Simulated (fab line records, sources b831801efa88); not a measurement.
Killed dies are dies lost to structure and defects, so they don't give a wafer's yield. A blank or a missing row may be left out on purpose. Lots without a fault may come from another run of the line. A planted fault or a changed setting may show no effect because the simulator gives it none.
Chamber matching | flow gf180mcu | GF_CONTACT_CMP_27 on cmp-01: 4 sister chambers
The step polishes, stops on SiO2, t overpolish 15 s, target thk 0 nm. 36 wafers are shown with their chamber, then 12 later ones without.

WAFERS WITH THEIR CHAMBER
wafer  | chamber | motor_current_A (A) | time_to_endpoint_s (s) | overpolish_run_s (s)
L075.2 | 2       | 12.1                | 72                     | 15.003
L075.4 | 0       | 10.2                | 69                     | 14.992
L075.6 | 1       | 13.1                | 69                     | 14.986
L077.3 | 0       | 10.7                | 68                     | 14.994
L077.4 | 1       | 12.6                | 68                     | 14.986
L077.6 | 1       | 12.8                | 75                     | 15.013
L079.4 | 2       | 11.5                | 69                     | 15.003
L079.5 | 3       | 11.4                | 71                     | 14.998
L079.6 | 2       | 12.2                | 68                     | 15.012
L081.1 | 0       | 10.6                | 70                     | 15.000
L081.2 | 1       | 12.0                | 70                     | 15.011
L081.6 | 0       | 10.3                | 69                     | 14.990
L082.1 | 3       | 11.4                | 75                     | 14.999
L082.2 | 2       | 11.8                | 71                     | 14.993
L082.5 | 0       | 10.5                | 71                     | 14.981
L083.1 | 3       | 11.2                | 75                     | 14.993
L083.2 | 2       | 11.3                | 69                     | 15.001
L083.4 | 0       | 10.3                | 68                     | 15.000
L084.1 | 2       | 11.9                | 69                     | 15.019
L084.2 | 1       | 12.7                | 70                     | 14.993
L084.5 | 0       | 10.8                | 64                     | 15.003
L087.2 | 1       | 12.8                | 68                     | 14.999
L087.4 | 3       | 11.4                | 71                     | 14.988
L087.5 | 0       | 10.6                | 69                     | 14.992
L088.1 | 1       | 12.4                | 73                     | 15.008
L088.5 | 3       | 11.2                | 76                     | 14.998
L088.6 | 0       | 10.1                | 69                     | 14.995
L089.1 | 1       | 12.4                | 72                     | 14.998
L089.2 | 3       | 11.3                | 75                     | 15.003
L089.3 | 2       | 12.0                | 72                     | 15.000
L091.1 | 2       | 11.9                | 68                     | 15.002
L091.2 | 3       | 11.3                | 72                     | 15.002
L091.3 | 0       | 10.8                | 72                     | 14.998
L092.3 | 3       | 11.7                | 78                     | 15.009
L092.5 | 0       | 10.5                | 70                     | 14.987
L092.6 | 1       | 11.9                | 71                     | 15.005

SIGNATURES (means of the wafers above)
reading            | chamber 0 | chamber 1 | chamber 2 | chamber 3 | scatter within a chamber
motor_current_A    | 10.491    | 12.522    | 11.838    | 11.363    | 0.285
time_to_endpoint_s | 69.00     | 70.67     | 69.75     | 74.12     | 2.17
overpolish_run_s   | 14.99382  | 14.99989  | 15.00413  | 14.99875  | 0.00783
Rule: a wafer's distance from a chamber is the root of the sum, over the readings, of the square of ((its reading less the chamber's mean) divided by the reading's scatter). The wafer belongs to the nearest chamber; if the next one is less than 2 further off, it can't be placed. The scatter: the root of (the sum of the squares of (reading less its chamber's mean) over the shown wafers, divided by (wafers less chambers)).

WAFERS WITHOUT THEIR CHAMBER
wafer  | motor_current_A (A) | time_to_endpoint_s (s) | overpolish_run_s (s)
L093.1 | 10.4                | 72                     | 14.999
L093.4 | 12.2                | 71                     | 15.002
L093.6 | 11.1                | 75                     | 14.983
L095.1 | 10.9                | 72                     | 15.010
L095.2 | 10.4                | 70                     | 15.004
L095.5 | 9.7                 | 70                     | 15.007
L096.2 | 12.5                | 70                     | 14.974
L096.5 | 11.4                | 75                     | 14.996
L096.6 | 10.8                | 70                     | 15.003
L097.1 | 10.3                | 69                     | 15.001
L097.3 | 11.1                | 74                     | 15.010
L097.5 | 12.5                | 72                     | 14.995

WHICH CHAMBER EACH WENT THROUGH
wafer  | from the rows above          | in truth
L093.1 | can't be placed: 0 or 3      | 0
L093.4 | can't be placed: 1 or 2      | 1
L093.6 | can't be placed: 3 or 0      | 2
L095.1 | can't be placed: 3 or 0 or 2 | 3
L095.2 | 0                            | 0
L095.5 | 0                            | 0
L096.2 | can't be placed: 1 or 2      | 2
L096.5 | 3                            | 3
L096.6 | can't be placed: 0 or 3 or 2 | 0
L097.1 | 0                            | 0
L097.3 | can't be placed: 3 or 2      | 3
L097.5 | can't be placed: 1 or 2      | 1
Placed correctly: 4 of 12. Can't be placed from these rows: 8 (the true chamber is among the candidates in 7). Placed wrongly: 0.
